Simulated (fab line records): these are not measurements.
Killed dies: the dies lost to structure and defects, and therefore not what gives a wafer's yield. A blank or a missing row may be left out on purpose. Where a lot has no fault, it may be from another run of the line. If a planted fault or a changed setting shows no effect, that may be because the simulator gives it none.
The tool behind it: which one? -- flow gf180mcu -- Sampling: 15 lots, 45 wafers, 4 of 602 route steps

WHAT THE GAUGES SHOWED, per wafer
GF_V5_RS_MEAS_24: a four-point-probe measurement. Usual: for V5_W_RS the level is 0.330 ohm/sq and the standard deviation is 0.0033.
lot,measured,on,V5_W_RS (ohm/sq),flag
L200,day 27 01:36,film_metro-01,0.333 0.328 0.330,
L201,day 27 09:50,film_metro-03,0.329 0.332 0.330,
L203,day 28 01:45,film_metro-02,0.331 0.333 0.326,
L204,day 28 12:40,film_metro-01,0.335 0.339 0.334,
L205,day 28 21:50,film_metro-02,0.330 0.327 0.327,
L206,day 29 00:52,film_metro-01,0.326 0.331 0.325,
L207,day 29 11:10,film_metro-03,0.327 0.332 0.326,
L208,day 29 15:43,film_metro-01,0.332 0.330 0.338,
L209,day 30 02:20,film_metro-01,0.334 0.331 0.327,
L210,day 30 17:28,film_metro-03,0.333 0.330 0.334,
L215,day 31 20:16,film_metro-01,0.326 0.325 0.328,
L218,day 32 15:34,film_metro-03,0.328 0.331 0.331,
L219,day 32 16:59,film_metro-01,0.329 0.331 0.330,
L220,day 32 22:43,film_metro-01,0.332 0.335 0.333,
L221,day 33 05:40,film_metro-03,0.331 0.329 0.335,

GF_V5_THK_MEAS_25: measures by xrf. Usual: for V5_W_THK the level is 350 nm and the standard deviation is 3.8.
lot,measured,on,V5_W_THK (nm),flag
L200,day 27 01:43,film_metro-01,345 352 351,
L201,day 27 09:57,film_metro-03,351 346 348,
L203,day 28 01:52,film_metro-02,350 350 355,
L204,day 28 12:47,film_metro-01,343 339 344,
L205,day 28 21:56,film_metro-02,354 357 356,
L206,day 29 00:58,film_metro-01,349 348 351,
L207,day 29 11:17,film_metro-03,358 351 357,
L208,day 29 15:50,film_metro-01,346 349 340,
L209,day 30 02:26,film_metro-01,345 345 349,
L210,day 30 17:35,film_metro-03,348 350 344,
L215,day 31 20:23,film_metro-01,351 352 352,
L218,day 32 15:41,film_metro-03,352 349 349,
L219,day 32 17:05,film_metro-01,350 350 349,
L220,day 32 22:50,film_metro-01,346 346 347,
L221,day 33 05:46,film_metro-03,349 351 346,

GF_TOP_METAL_THK_MEAS_06: measures by xrf. Usual: for TOP_METAL_ALCU_THK the level is 907 nm and the standard deviation is 11.
lot,measured,on,TOP_METAL_ALCU_THK (nm),flag
L200,day 27 02:25,film_metro-03,919 916 919,
L201,day 27 10:39,film_metro-03,905 897 903,
L203,day 28 02:34,film_metro-04,915 924 908,
L204,day 28 13:29,film_metro-03,905 912 917,
L205,day 28 22:38,film_metro-03,914 917 909,
L206,day 29 01:40,film_metro-03,909 919 916,
L207,day 29 11:59,film_metro-03,897 905 893,
L208,day 29 16:37,film_metro-01,935 934 944,
L209,day 30 03:08,film_metro-03,895 900 909,
L210,day 30 18:17,film_metro-03,911 911 896,
L215,day 31 21:05,film_metro-03,903 910 905,
L218,day 32 16:23,film_metro-04,901 906 896,
L219,day 32 17:47,film_metro-01,904 907 903,
L220,day 32 23:32,film_metro-04,917 905 902,
L221,day 33 06:28,film_metro-03,906 906 918,

WHICH TOOL RAN EACH LOT (tool, then ch and the chambers of the sampled wafers, then the start)
lot,GF_NSD_STRIP_11
L200,"plasma_asher-01 ch 0,1, day 13 03:22"
L201,"plasma_asher-01 ch 0,1, day 13 12:37"
L203,"plasma_asher-01 ch 1, day 14 05:55"
L204,"plasma_asher-01 ch 0,1, day 14 14:22"
L205,"plasma_asher-02 ch 0,1, day 15 03:01"
L206,"plasma_asher-01 ch 0,1, day 15 05:18"
L207,"plasma_asher-02 ch 0,1, day 15 17:40"
L208,"plasma_asher-01 ch 0,1, day 16 02:12"
L209,"plasma_asher-04 ch 0,1, day 16 12:00"
L210,"plasma_asher-01 ch 0,1, day 17 05:49"
L215,"plasma_asher-01 ch 0,1, day 18 17:19"
L218,"plasma_asher-01 ch 0,1, day 19 19:25"
L219,"plasma_asher-01 ch 0, day 19 23:52"
L220,"plasma_asher-01 ch 0,1, day 20 08:46"
L221,"plasma_asher-02 ch 0,1, day 20 17:36"
- GF_NSD_STRIP_11: strips in O2/N2.

AS READ BY THE TOOLS THEMSELVES (means over the sampled wafers that have a number; for cases with no such wafer, the mark the record gives instead)
GF_NSD_STRIP_11. Usual: chamber_pressure_mTorr 1499.9 mTorr, standard deviation 1.4; drypump_motor_current_A 5.8 A, standard deviation 0.47; heater_power_w 297 W, standard deviation 25; oes_product_au 0.487 a.u., standard deviation 0.0045; strip_time_to_endpoint_s 22.99 s, standard deviation 0.04.
lot,tool,chamber_pressure_mTorr (mTorr),drypump_motor_current_A (A),heater_power_w (W),oes_product_au (a.u.),strip_time_to_endpoint_s (s),flag
L200,plasma_asher-01,1501.2,6.1,279,0.491,22.94,
L201,plasma_asher-01,1499.4,5.8,277,0.489,22.97,
L203,plasma_asher-01,1499.3,6.4,278,0.486,22.97,
L204,plasma_asher-01,1500.0,6.1,281,0.489,23.04,
L205,plasma_asher-02,1499.8,5.7,315,0.493,22.97,
L206,plasma_asher-01,1498.9,5.7,280,0.485,22.98,
L207,plasma_asher-02,1499.1,5.6,313,0.488,22.97,
L208,plasma_asher-01,1498.9,5.7,281,0.486,22.91,
L209,plasma_asher-04,1500.0,5.6,348,0.488,22.98,
L210,plasma_asher-01,1500.8,6.1,279,0.486,22.98,
L215,plasma_asher-01,1499.6,6.1,278,0.490,23.01,
L218,plasma_asher-01,1500.3,6.1,282,0.486,22.98,
L219,plasma_asher-01,1498.8,5.4,283,0.492,23.02,
L220,plasma_asher-01,1500.1,5.7,280,0.485,22.99,
L221,plasma_asher-02,1499.5,5.6,317,0.489,22.97,

THE ANSWER, worked out from the rows above alone
Rule: a lot is off if the mean of its wafers that have a number lies more than 3 standard deviations from the usual mean. A lot without any number at a reading at which 4 lots or more have one is off too. Where the step has rows for the other lots, those lots are counted as sound. First the gauges in route order, then the tools' own readings, where a lot's mean is used as printed above. The first step at which some lot is off is used, and at that step the reading that is off furthest; a lot without a number counts as furthest.
None of the lots is off at any reading shown; this tells nothing.

WHAT WAS PUT IN BY THE SIMULATOR
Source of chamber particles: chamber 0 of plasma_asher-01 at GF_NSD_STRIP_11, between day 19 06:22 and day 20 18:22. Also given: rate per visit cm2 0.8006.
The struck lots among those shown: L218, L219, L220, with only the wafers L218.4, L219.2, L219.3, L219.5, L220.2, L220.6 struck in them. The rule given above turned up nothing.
